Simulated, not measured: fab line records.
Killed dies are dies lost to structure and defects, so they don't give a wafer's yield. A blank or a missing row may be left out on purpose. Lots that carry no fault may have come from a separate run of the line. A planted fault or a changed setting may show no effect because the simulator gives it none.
Which tool did it?	flow gf180mcu	42 wafers from 14 lots sampled at 3 of the route's 602 steps

## WHAT EACH GAUGE READ, for each wafer
GF_HV_LDD_OVL_MEAS_08. Usual: for HV_LDD_OVL the level is -0.4 nm and the standard deviation is 1.4.
lot	measured	on	HV_LDD_OVL (nm)	flag
L595	day 10 19:13	overlay-01	-1.2 -0.8 -1.9	
L596	day 10 21:32	overlay-02	-1.9 0.5 -0.8	
L597	day 11 07:16	overlay-01	0.4 -0.5 -0.2	
L598	day 11 12:41	overlay-02	-1.7 -2.0 -2.6	
L599	day 11 21:29	overlay-01	0.3 0.5 0.0	
L602	day 12 19:19	overlay-01	-1.0 -2.1 -0.4	
L610	day 15 11:40	overlay-02	2.2 1.5 1.9	
L611	day 15 11:58	overlay-01	1.7 -0.4 -0.3	
L613	day 16 00:02	overlay-02	0.4 1.4 -0.9	
L614	day 16 15:23	overlay-02	0.7 -0.2 -1.6	
L615	day 16 19:44	overlay-01	-1.7 -3.4 -3.0	
L616	day 17 03:20	overlay-02	0.8 -1.6 1.0	

GF_HV_LDD_TW_MEAS_50. Usual: for HV_LDD_4_TW the level is 566 and the standard deviation is 5.8.
lot	measured	on	HV_LDD_4_TW	flag
L595	day 13 06:19	film metro-02	564 569 567	
L596	day 13 08:37	film metro-02	570 569 569	
L597	day 13 17:58	film metro-04	556 556 555	
L598	day 14 01:17	film metro-02	563 566 563	
L599	day 14 10:46	film metro-01	566 570 569	
L602	day 15 09:55	film metro-02	563 562 565	
L610	day 18 09:46	film metro-04	551 551 554	
L611	day 18 10:55	film metro-02	565 567 562	
L613	day 18 23:40	film metro-01	570 570 570	
L614	day 19 15:52	film metro-01	573 571 573	
L615	day 19 21:57	film metro-01	572 572 572	
L616	day 20 05:06	film metro-01	570 571 570	

## WHICH TOOL RAN EACH LOT (tool, then ch and the chambers of the sampled wafers, then the start)
lot	GF_STI_WET_ETCH_17
L595	wet bench-01 ch 2, day 2 11:45
L596	wet bench-01 ch 3, day 2 16:36
L597	wet bench-01 ch 2, day 3 00:38
L598	wet bench-01 ch 0, day 3 02:53
L599	wet bench-01 ch 1, day 3 09:26
L602	wet bench-04 ch 3, day 3 23:44
L604	wet bench-01 ch 0, day 4 11:56
L605	wet bench-04 ch 2, day 4 15:10
L610	wet bench-02 ch 3, day 5 16:54
L611	wet bench-01 ch 0, day 5 21:40
L613	wet bench-02 ch 2, day 6 08:10
L614	wet bench-01 ch 3, day 6 14:41
L615	wet bench-04 ch 2, day 6 20:09
L616	wet bench-04 ch 0, day 7 00:36
- GF_STI_WET_ETCH_17: etches Si3N4 in H3PO4, target depth 45 nm, time 514 s.

## WHAT THE TOOLS THEMSELVES READ (means of the sampled wafers that have a number; where no wafer has one, the mark that the record gives instead)
GF_STI_WET_ETCH_17. Usual: bath guard temp C 160.0 C, standard deviation 0.41; bath heat duty pct 27 %, standard deviation 3.
lot	tool	bath guard temp C (C)	bath heat duty pct (%)	flag
L595	wet bench-01	159.7	31	
L596	wet bench-01	160.0	26	
L597	wet bench-01	159.6	32	
L598	wet bench-01	161.0	23	
L599	wet bench-01	160.2	26	
L602	wet bench-04	159.8	28	
L604	wet bench-01	-	-	OFF
L605	wet bench-04	-	-	OFF
L610	wet bench-02	160.1	26	
L611	wet bench-01	160.6	22	
L613	wet bench-02	160.3	29	
L614	wet bench-01	159.9	26	
L615	wet bench-04	160.3	26	
L616	wet bench-04	159.7	30	

## THE ANSWER, worked out from the rows above alone
Rule: lot off if the mean of its wafers having a number is beyond 3 standard deviations from the usual mean. A lot without any number at a reading at which 4 lots or more have one is off too. Where the step has rows for the other lots, those lots are counted as sound. Order of review: gauges by route order, followed by the tools' own readings, for which a lot's mean as printed above is used. The first step at which some lot is off is used, and at that step the reading that is off furthest; a lot without a number counts as furthest.
Off: L604, L605 (GF_STI_WET_ETCH_17, bath guard temp C). Without a number there: L604, L605.
If a tool, at that step or one of the process steps before it, ran each lot that is off and ran no sound lot following the first of them, it fits. None of those tried fits.

## WHAT WAS PUT IN BY THE SIMULATOR
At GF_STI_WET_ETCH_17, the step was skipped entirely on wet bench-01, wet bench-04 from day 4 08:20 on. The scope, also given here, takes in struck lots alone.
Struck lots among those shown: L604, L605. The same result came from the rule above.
